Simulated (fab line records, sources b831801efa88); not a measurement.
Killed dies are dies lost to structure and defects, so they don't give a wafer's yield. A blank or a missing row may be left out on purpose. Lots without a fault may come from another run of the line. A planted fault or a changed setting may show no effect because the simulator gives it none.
fab line records	flow sfqLine
record lots=5	wafers=15	lastDay=86
route steps=325 shown M1@62 I1@73 M2@88 I2@103 M8@325
lots that met no fault: taken from a fault-free run of the same line
startH: hours from the record's first day to the start of the lot's first wafer shown	waitH: hours since the lot's step before	" repeats the value in the row above	L1.1+2: several wafers, shown together as one row	- no value present, or no start provided	* or withheld: withheld	< > ~ a bound
route shown NAME@n: names a module that has steps shown in the file, with the first one's number in the route	usual: mean/standard deviation taken from wafers without a fault	same: alike in all rows	chamber/n: place in a boat	sites: the reading at each site	_std_site: standard deviation of those values	_edge_site: outer sites' mean less inner sites'	radiusMm: for every site, how far away it sits from the centre of the wafer	mask NAME#n: copy n	behind: the tool/chamber that last shaped the wafer	hold: the reason the lot was held/the length of the hold in hours/how it ended	device: the n, p or np transistor that did not switch	end of line: the same wafers' tests at the end of the route	step lacking rows: just its recipe	killed: dies lost to structure and defects at the first sort, not the wafer's yield	map: the dies of a wafer, with x for killed, . for not killed, _ for no die there
set.NAME: the setting as run; set.NAME@STEP: as run at that earlier step	model.NAME: the simulator's own value behind a step, which no gauge read
lots at some steps of the route; a table a step, a row a wafer
services: when a tool's chamber went out of use (startH, in hours from the record's first day, below 0 if earlier), for how many hours, and the reason
## steps
# step SFQ_TRILAYER_M1_LITHO_COAT_044
# recipe resist=BARC	spinRpm=3000	resistThkNm=62
# step SFQ_TRILAYER_M1_LITHO_COAT_039
# recipe resist=KrF	spinRpm=3000	resistThkNm=600
# step SFQ_TRILAYER_M1_LITHO_SOFTBAKE_043
# recipe tempC=withheld	timeS=withheld	resist=KrF
# step SFQ_TRILAYER_M1_LITHO_EXPOSE_040
# recipe maskId=M1	na=0.6	sourceShape=conventional	sigmaOuter=0.65	targetCdNm=500	doseMj=14.4
# step SFQ_TRILAYER_M1_LITHO_PEB_042
# recipe pebTempC=115	pebTimeS=60	resist=KrF
# step SFQ_TRILAYER_M1_LITHO_DEVELOP_041
# recipe timeS=60	resist=KrF
# step SFQ_M1_OVL_MEAS_911
# usual M1_OVL=-2/7.1
lot.wafer	tool	chamber	startH	waitH	M1_OVL[nm]
L413.1	overlay-02	-	525.26	0.1	-7
L413.2	"	-	"	"	0
L413.3	"	-	"	"	4
L420.2	overlay-02	-	640.92	0.1	-3
L420.3	"	-	"	"	-1
L420.5	"	-	"	"	-4
L421.1	overlay-01	-	649.31	0.1	1
L421.4	"	-	"	"	-3
L421.5	"	-	"	"	-5
L426.1	overlay-02	-	664.91	0.1	-11
L426.5	"	-	"	"	-11
L426.6	"	-	"	"	-4
L431.1	overlay-02	-	680.51	0.1	-1
L431.2	"	-	"	"	1
L431.3	"	-	"	"	4
# step SFQ_TRILAYER_M1_BARC_OPEN_METAL_ETCH_054
# recipe maskMaterial=PR	chemistry=O2	targetDepthNm=125	target=BARC	icpW=600	biasW=80	pressureMtorr=10	timeS=41.7
# usual drypumpMotorCurrentA=5.5/0.51	oesProductAu=0.686/0.0049
lot.wafer	tool	chamber	startH	waitH	drypumpMotorCurrentA	oesProductAu	rfHoursCounterH
L413.1	rieMetal-04	1	525.30	0.0	5.7	0.687	67
L413.2	"	0	"	"	4.8	0.682	72
L413.3	"	0	"	"	4.8	0.682	-
L420.2	rieMetal-01	1	640.95	0.0	6.2	0.681	71
L420.3	"	1	"	"	6.2	0.686	-
L420.5	"	0	"	"	5.3	0.686	-
L421.1	rieMetal-02	0	649.35	0.0	6.1	0.697	97
L421.4	"	1	"	"	5.2	0.684	-
L421.5	"	1	"	"	5.2	0.684	-
L426.1	rieMetal-01	1	664.95	0.0	6.2	0.682	73
L426.5	"	0	"	"	5.3	0.689	-
L426.6	"	1	"	"	6.2	0.687	-
L431.1	rieMetal-04	0	680.55	0.0	4.8	0.677	95
L431.2	"	1	"	"	5.8	0.681	86
L431.3	"	0	"	"	4.8	0.681	-
# step SFQ_TRILAYER_M1_ETCH_METAL_ETCH_042
# recipe target=Nb	stopOn=SiO2	maskMaterial=PR	chemistry=Cl2/Ar	targetDepthNm=240	icpW=600	biasW=80	pressureMtorr=10	timeS=120
# step SFQ_TRILAYER_M1_STRIP_STRIP_043
# recipe gas=O2	powerW=200	platenTempC=40	overashFraction=0.65	chemistry=O2	pressureMtorr=48.65
# step SFQ_TRILAYER_M1_STRIP_SOLV_CLEAN_044
# recipe chemistry=NMP	tempC=70	timeS=600
# step SFQ_TRILAYER_I1_DEP_PECVD_045
# recipe material=SiO2	tempC=150	timeS=111.11	pressureTorr=2.4	rfW=183.3	precursor=SiH4/N2O	targetThkNm=500
# step SFQ_TRILAYER_I1_CMP_CMP_046
# recipe material=SiO2	downForcePsi=3	platenRpm=60	padVelocityMS=0.94248
# usual motorCurrentA=10.4/1.2	timeToEndpointS=212/6.9
lot.wafer	tool	chamber	startH	waitH	motorCurrentA	timeToEndpointS	model.SiO2_of_TRILAYER_I1_DEP_PECVD_045.thkNm
L413.1	cmp-01	3	526.51	0.0	10.8	206	198.2
L413.3	"	0	"	"	11.6	204	198.8
L413.2	"	1	"	"	10.0	207	198.8
L420.3	cmp-01	2	641.98	0.0	8.0	211	199.7
L420.2	"	1	643.48	1.5	10.3	247	150.9
L420.5	"	3	644.48	2.5	11.0	219	199.2
L421.1	cmp-02	0	650.88	0.5	9.5	207	199.8
L421.4	"	1	"	"	12.2	220	200.3
L421.5	"	0	652.88	2.5	9.5	208	198.6
L426.1	cmp-02	0	667.08	1.1	9.8	200	199
L426.6	"	3	668.58	2.6	12.5	202	198.6
L426.5	"	0	"	"	9.9	215	198.6
L431.3	cmp-02	2	682.22	0.7	10.5	205	197.7
L431.1	"	3	"	"	11.9	204	199.9
L431.2	"	1	683.72	2.2	11.2	213	199.2
# step SFQ_I1_BOW_MEAS_912
# recipe mode=bow
# usual I1_BOW=0/8.8
lot.wafer	tool	chamber	startH	waitH	I1_BOW[um]
L413.1	filmMetro-01	-	529.51	2.5	-1
L413.2	"	-	"	"	5
L413.3	"	-	"	"	3
L420.2	filmMetro-01	-	645.00	1.0	-1
L420.3	"	-	"	"	-1
L420.5	"	-	"	"	-5
L421.1	filmMetro-04	-	653.38	2.0	15
L421.4	"	-	"	"	5
L421.5	"	-	"	"	5
L426.1	filmMetro-03	-	669.58	2.0	5
L426.5	"	-	"	"	8
L426.6	"	-	"	"	4
L431.1	filmMetro-03	-	685.22	2.0	-7
L431.2	"	-	"	"	-9
L431.3	"	-	"	"	-10
# step SFQ_TRILAYER_I1_METRO_MEASURE_047
# usual thkNm=199.6/0.99
lot.wafer	tool	chamber	startH	waitH	thkNm
L413.1	filmMetro-01	-	529.63	0.1	198.2
L413.2	"	-	"	"	198.7
L413.3	"	-	"	"	198.7
L420.2	filmMetro-01	-	645.30	0.3	150.8
L420.3	"	-	"	"	199.6
L420.5	"	-	"	"	199.4
L421.1	filmMetro-04	-	653.50	0.1	199.8
L421.4	"	-	"	"	200.1
L421.5	"	-	"	"	198.7
L426.1	filmMetro-03	-	669.70	0.1	198.9
L426.5	"	-	"	"	198.7
L426.6	"	-	"	"	198.7
L431.1	filmMetro-03	-	685.34	0.1	200.1
L431.2	"	-	"	"	199.4
L431.3	"	-	"	"	197.7
# step SFQ_TRILAYER_I1_VIA_LITHO_COAT_054
# recipe resist=BARC	spinRpm=2975	resistThkNm=62
# step SFQ_TRILAYER_I1_VIA_LITHO_COAT_049
# recipe resist=KrF	spinRpm=3000	resistThkNm=650
# step SFQ_TRILAYER_I1_VIA_LITHO_SOFTBAKE_053
# recipe tempC=withheld	timeS=withheld	resist=KrF
# step SFQ_TRILAYER_I1_VIA_LITHO_EXPOSE_050
# recipe maskId=I1	na=0.6	sourceShape=conventional	sigmaOuter=0.65	targetCdNm=500	doseMj=21.3
# step SFQ_TRILAYER_I1_VIA_LITHO_PEB_052
# recipe pebTempC=115	pebTimeS=60	resist=KrF
# step SFQ_TRILAYER_I1_VIA_LITHO_DEVELOP_051
# recipe timeS=60	resist=KrF
# step SFQ_I1_OVL_MEAS_913
# usual I1_OVL=0/6.5
lot.wafer	tool	chamber	startH	waitH	I1_OVL[nm]
L413.1	overlay-01	-	690.23	0.1	-3
L413.2	"	-	"	"	1
L413.3	"	-	"	"	-3
L420.2	overlay-01	-	796.84	0.1	-7
L420.3	"	-	"	"	-5
L420.5	"	-	"	"	-12
L421.1	overlay-01	-	814.96	0.1	12
L421.4	"	-	"	"	5
L421.5	"	-	"	"	10
L426.1	overlay-02	-	830.43	0.1	11
L426.5	"	-	"	"	10
L426.6	"	-	"	"	-2
L431.1	overlay-02	-	838.83	0.1	-7
L431.2	"	-	"	"	-4
L431.3	"	-	"	"	-8
# step SFQ_TRILAYER_I1_VIA_BARC_OPEN_VIA_ETCH_071
# recipe maskMaterial=PR	chemistry=O2	targetDepthNm=125	target=BARC	sourceW=500	biasW=80	pressureMtorr=30	timeS=41.7
# usual drypumpMotorCurrentA=5.8/0.41	oesProductAu=0.687/0.0044
lot.wafer	tool	chamber	startH	waitH	drypumpMotorCurrentA	oesProductAu	rfHoursCounterH
L413.1	rieDiel-03	2	690.27	0.0	5.8	0.688	22
L413.2	"	1	"	"	6.2	0.683	4
L413.3	"	0	"	"	6.1	0.682	3
L420.2	rieDiel-04	3	796.87	0.0	5.9	0.685	4
L420.3	"	1	"	"	5.5	0.694	2
L420.5	"	0	"	"	6.2	0.680	-
L421.1	rieDiel-04	2	815.00	0.0	6.0	0.685	4
L421.4	"	3	"	"	5.9	0.686	5
L421.5	"	3	"	"	5.9	0.693	-
L426.1	rieDiel-03	1	830.47	0.0	6.2	0.684	6
L426.5	"	2	"	"	5.8	0.685	-
L426.6	"	3	"	"	6.3	0.686	-
L431.1	rieDiel-04	1	838.87	0.0	5.4	0.690	2
L431.2	"	3	"	"	5.9	0.688	5
L431.3	"	0	"	"	6.2	0.689	34
# step SFQ_TRILAYER_I1_VIA_ETCH_VIA_ETCH_052
# recipe target=SiO2	stopOn=Nb	maskMaterial=PR	taperDeg=20	chemistry=CHF3	targetDepthNm=260	sourceW=500	biasW=80	pressureMtorr=30	timeS=withheld
# usual drypumpMotorCurrentA=5.8/0.41	oesProductAu=0.853/0.0048
lot.wafer	tool	chamber	startH	waitH	drypumpMotorCurrentA	oesProductAu	model.etch.depthNm	model.I1.featureDepthNm
L413.1	rieDiel-03	2	690.31	0.0	5.8	0.850	198.2	198.2
L413.2	"	1	"	"	6.2	0.847	198.8	198.8
L413.3	"	0	"	"	6.1	0.850	198.8	198.8
L420.2	rieDiel-04	3	796.91	0.0	5.9	0.739	150.9	150.9
L420.3	"	1	"	"	5.5	0.853	199.7	199.7
L420.5	"	0	"	"	6.2	0.854	199.2	199.2
L421.1	rieDiel-04	2	815.04	0.0	6.0	0.851	199.8	199.8
L421.4	"	3	"	"	5.9	0.857	200.3	200.3
L421.5	"	3	"	"	5.9	0.853	198.6	198.6
L426.1	rieDiel-03	1	830.51	0.0	6.2	0.848	199	199
L426.5	"	2	"	"	5.8	0.858	198.6	198.6
L426.6	"	3	"	"	6.3	0.851	198.6	198.6
L431.1	rieDiel-04	1	838.91	0.0	5.4	0.855	199.9	199.9
L431.2	"	3	"	"	5.9	0.851	199.2	199.2
L431.3	"	0	"	"	6.2	0.850	197.7	197.7
# step SFQ_TRILAYER_I1_VIA_STRIP_STRIP_053
# recipe gas=O2	powerW=200	platenTempC=40	overashFraction=0.65	chemistry=O2	pressureMtorr=50
# step SFQ_TRILAYER_I1_VIA_STRIP_SOLV_CLEAN_054
# recipe chemistry=NMP	tempC=70	timeS=600
# step SFQ_TRILAYER_M2_DEP_PRE_CLEAN_056
# recipe gas=Ar	timeS=22.5	biasV=250
# usual biasV=250.1/2.4
lot.wafer	tool	chamber	startH	waitH	biasV	model.SiO2_of_TRILAYER_I1_DEP_PECVD_045.thkNm
L413.1	pvdSputter-04	-	691.20	0.0	248.5	190.7
L413.2	"	-	"	"	250.1	191.3
L413.3	"	-	"	"	251.4	191.3
L420.2	pvdSputter-05	-	797.80	0.0	247.5	143.4
L420.3	"	-	"	"	252.9	192.2
L420.5	"	-	"	"	248.2	191.7
L421.1	pvdSputter-05	-	815.92	0.0	249.1	192.3
L421.4	"	-	"	"	248.2	192.8
L421.5	"	-	"	"	249.2	191.1
L426.1	pvdSputter-04	-	831.39	0.0	248.1	191.5
L426.5	"	-	"	"	250.0	191.1
L426.6	"	-	"	"	253.4	191.1
L431.1	pvdSputter-05	-	839.79	0.0	248.4	192.4
L431.2	"	-	"	"	247.6	191.7
L431.3	"	-	"	"	252.1	190.2
# step SFQ_TRILAYER_M2_DEP_SPUTTER_055
# recipe material=Nb	basePressurePa=1.33e-06	chamberPressurePa=0.1333	substrateTempC=20	resputterCathodeVoltageV=400	targetThkNm=200	powerW=2000	timeS=133.3
# usual throttleValvePct=29.9/1.2
lot.wafer	tool	chamber	startH	waitH	throttleValvePct
L413.1	pvdSputter-04	-	691.23	0.0	28.8
L413.2	"	-	"	"	30.4
L413.3	"	-	"	"	29.0
L420.2	pvdSputter-05	-	797.83	0.0	31.2
L420.3	"	-	"	"	27.9
L420.5	"	-	"	"	31.1
L421.1	pvdSputter-05	-	815.95	0.0	30.2
L421.4	"	-	"	"	31.3
L421.5	"	-	"	"	31.3
L426.1	pvdSputter-04	-	831.42	0.0	30.4
L426.5	"	-	"	"	28.7
L426.6	"	-	"	"	30.4
L431.1	pvdSputter-05	-	839.82	0.0	30.2
L431.2	"	-	"	"	27.9
L431.3	"	-	"	"	30.6
# step SFQ_M2_RS_MEAS_914
# recipe thkMeasGauge=four-point-probe	reads=Nb_of_TRILAYER_M2_DEP_SPUTTER_055
# usual M2_NB_RS=0.893/0.0069
lot.wafer	tool	chamber	startH	waitH	M2_NB_RS[ohm/sq]
L413.1	filmMetro-03	-	691.32	0.0	0.905
L413.2	"	-	"	"	0.899
L413.3	"	-	"	"	0.894
L420.2	filmMetro-03	-	797.94	0.1	0.883
L420.3	"	-	"	"	0.890
L420.5	"	-	"	"	0.888
L421.1	filmMetro-03	-	816.04	0.0	0.878
L421.4	"	-	"	"	0.883
L421.5	"	-	"	"	0.884
L426.1	filmMetro-04	-	831.51	0.0	0.895
L426.5	"	-	"	"	0.897
L426.6	"	-	"	"	0.892
L431.1	filmMetro-03	-	839.91	0.0	0.893
L431.2	"	-	"	"	0.896
L431.3	"	-	"	"	0.891
# step SFQ_TRILAYER_M2_LITHO_COAT_062
# recipe resist=BARC	spinRpm=3000	resistThkNm=62
# step SFQ_TRILAYER_M2_LITHO_COAT_057
# recipe resist=KrF	spinRpm=3000	resistThkNm=600
# step SFQ_TRILAYER_M2_LITHO_SOFTBAKE_061
# recipe tempC=withheld	timeS=withheld	resist=KrF
# step SFQ_TRILAYER_M2_LITHO_EXPOSE_058
# recipe maskId=M2	na=0.6	sourceShape=conventional	sigmaOuter=0.65	targetCdNm=500	doseMj=14.4
# step SFQ_TRILAYER_M2_LITHO_PEB_060
# recipe pebTempC=115	pebTimeS=60	resist=KrF
# step SFQ_TRILAYER_M2_LITHO_DEVELOP_059
# recipe timeS=60	resist=KrF
# step SFQ_M2_OVL_MEAS_916
# usual M2_OVL=-1/6
lot.wafer	tool	chamber	startH	waitH	M2_OVL[nm]
L413.1	overlay-01	-	698.58	0.1	-1
L413.2	"	-	"	"	-12
L413.3	"	-	"	"	-5
L420.2	overlay-01	-	823.85	0.1	-4
L420.3	"	-	"	"	-5
L420.5	"	-	"	"	0
L421.1	overlay-01	-	825.04	0.1	-2
L421.4	"	-	"	"	6
L421.5	"	-	"	"	-4
L426.1	overlay-01	-	834.64	0.1	-4
L426.5	"	-	"	"	-5
L426.6	"	-	"	"	-1
L431.1	overlay-01	-	968.77	0.1	-2
L431.2	"	-	"	"	-1
L431.3	"	-	"	"	-1
# step SFQ_TRILAYER_M2_BARC_OPEN_METAL_ETCH_077
# recipe maskMaterial=PR	chemistry=O2	targetDepthNm=125	target=BARC	icpW=583.3	biasW=80	pressureMtorr=10	timeS=41.7
# usual drypumpMotorCurrentA=5.8/0.54	oesProductAu=0.685/0.0043
lot.wafer	tool	chamber	startH	waitH	drypumpMotorCurrentA	oesProductAu	rfHoursCounterH
L413.1	rieMetal-02	0	698.62	0.0	6.2	0.690	103
L413.2	"	1	"	"	5.2	0.688	100
L413.3	"	0	"	"	6.1	0.693	-
L420.2	rieMetal-03	0	823.88	0.0	6.6	0.687	41
L420.3	"	0	"	"	6.7	0.680	-
L420.5	"	0	"	"	6.6	0.691	-
L421.1	rieMetal-02	1	825.08	0.0	5.2	0.686	121
L421.4	"	1	"	"	5.2	0.690	-
L421.5	"	0	"	"	6.1	0.687	-
L426.1	rieMetal-03	1	834.68	0.0	6.1	0.685	53
L426.5	"	1	"	"	6.1	0.688	-
L426.6	"	0	"	"	6.6	0.683	-
L431.1	rieMetal-01	1	969.25	0.5	6.2	0.683	121
L431.2	"	0	"	"	5.3	0.684	19
L431.3	"	0	"	"	5.3	0.686	-
# step SFQ_TRILAYER_M2_ETCH_METAL_ETCH_060
# recipe target=Nb	stopOn=SiO2	maskMaterial=PR	chemistry=Cl2/Ar	targetDepthNm=240	icpW=600	biasW=80	pressureMtorr=10	timeS=120
# step SFQ_TRILAYER_M2_STRIP_STRIP_061
# recipe gas=O2	powerW=200	platenTempC=40	overashFraction=0.65	chemistry=O2	pressureMtorr=50
# usual drypumpMotorCurrentA=5.8/0.54	oesProductAu=1.000/0.0068
lot.wafer	tool	chamber	startH	waitH	drypumpMotorCurrentA	oesProductAu	rfHoursCounterH
L413.1	rieMetal-02	0	698.80	0.1	6.1	0.998	103
L413.2	"	1	"	"	5.2	1.000	100
L413.3	"	0	"	"	6.1	1.009	-
L420.2	rieMetal-03	0	824.06	0.1	6.6	1.006	41
L420.3	"	0	"	"	6.6	1.002	-
L420.5	"	0	"	"	6.7	1.008	-
L421.1	rieMetal-02	1	825.26	0.1	5.2	1.009	121
L421.4	"	1	"	"	5.2	1.006	-
L421.5	"	0	"	"	6.1	0.996	-
L426.1	rieMetal-03	1	834.86	0.1	6.1	0.999	53
L426.5	"	1	"	"	6.1	0.993	-
L426.6	"	0	"	"	6.6	0.998	-
L431.1	rieMetal-01	1	969.43	0.1	6.2	1.011	122
L431.2	"	0	"	"	5.3	1.000	19
L431.3	"	0	"	"	5.3	1.003	-
# step SFQ_TRILAYER_M2_STRIP_SOLV_CLEAN_062
# recipe chemistry=NMP	tempC=70	timeS=600
# step SFQ_TRILAYER_I2_DEP_PECVD_063
# recipe material=SiO2	tempC=150	timeS=111.11	pressureTorr=2.4	rfW=183.3	precursor=SiH4/N2O	targetThkNm=500
# step SFQ_M8_BOW_MEAS_951
# recipe mode=bow
# usual M8_BOW=5/11
lot.wafer	tool	chamber	startH	waitH	M8_BOW[um]	model.etest.i1.linkOhm
L413.1	filmMetro-02	-	1945.64	0.0	10	1.969
L413.2	"	-	"	"	14	1.967
L413.3	"	-	"	"	13	1.958
L420.2	filmMetro-01	-	2029.48	0.0	13	1.913
L420.3	"	-	"	"	14	1.969
L420.5	"	-	"	"	10	1.959
L421.1	filmMetro-01	-	2030.79	0.0	10	1.968
L421.4	"	-	"	"	-2	1.971
L421.5	"	-	"	"	0	1.973
L426.1	filmMetro-01	-	2045.48	0.0	8	1.974
L426.5	"	-	"	"	9	1.975
L426.6	"	-	"	"	7	1.976
L431.1	filmMetro-01	-	2055.84	0.0	2	1.969
L431.2	"	-	"	"	-2	1.972
L431.3	"	-	"	"	-3	1.965
## services
tool	chamber	startH	hours	kind
rieDiel-04	-	506.95	0.3	repair
rieDiel-03	-	519.72	0.9	repair
rieMetal-03	-	574.20	1.4	repair
rieMetal-02	0	575.51	4.6	repair
rieMetal-02	0	592.82	10.0	repair
rieMetal-03	-	604.96	0.3	repair
rieMetal-01	1	616.85	12.0	repair
pvdSputter-04	-	623.79	2.4	repair
pvdSputter-05	-	624.43	4.8	repair
rieDiel-03	3	642.08	16.1	repair
pvdSputter-05	-	646.34	2.8	repair
rieMetal-01	-	695.73	14.6	pm
rieDiel-04	-	697.03	2.8	pm
rieMetal-01	-	776.70	0.8	repair
rieDiel-04	1	783.28	1.2	repair
pvdSputter-04	-	797.96	8.8	repair
rieDiel-03	-	800.74	2.7	repair
pvdSputter-05	-	837.34	2.3	repair
rieDiel-04	0	841.40	6.8	repair
rieDiel-04	0	856.11	8.9	repair
rieMetal-02	0	886.28	3.5	repair
rieMetal-02	-	898.73	28.1	pm
rieDiel-04	0	924.61	8.1	repair
rieMetal-02	1	928.93	20.3	repair
## key
firstSign step=SFQ_TRILAYER_I1_CMP_CMP_046	reading=timeToEndpointS	direction=up	sigmas=5	usual=*	struck=*
effect step=SFQ_TRILAYER_I1_METRO_MEASURE_047	reading=thkNm	direction=down	sigmas=49	usual=199.6	struck=150.8
effect step=SFQ_TRILAYER_I1_VIA_ETCH_VIA_ETCH_052	reading=oesProductAu	direction=down	sigmas=24	usual=0.853	struck=0.739
modelEffect step=SFQ_TRILAYER_I1_CMP_CMP_046	value=SiO2_of_TRILAYER_I1_DEP_PECVD_045.thkNm	without=200.9	struck=150.9
modelEffect step=SFQ_TRILAYER_I1_VIA_ETCH_VIA_ETCH_052	value=etch.depthNm	without=200.9	struck=150.9
modelEffect step=SFQ_TRILAYER_M2_DEP_PRE_CLEAN_056	value=SiO2_of_TRILAYER_I1_DEP_PECVD_045.thkNm	without=193.4	struck=143.4
modelEffect step=SFQ_M8_BOW_MEAS_951	value=etest.i1.linkOhm	without=1.959	struck=1.913
metAt SFQ_TRILAYER_I1_CMP_CMP_046
struckWafers L420.2
onsetBetween 526.51 641.98
fault kind=processParameterDrift	tool=cmp-01	chamber=1	onsetH=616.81	steps=SFQ_TRILAYER_I1_CMP_CMP_046	channel=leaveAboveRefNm	offset=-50	shape=step	endH=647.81	actsIn=theseRecipesOnly	stated=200
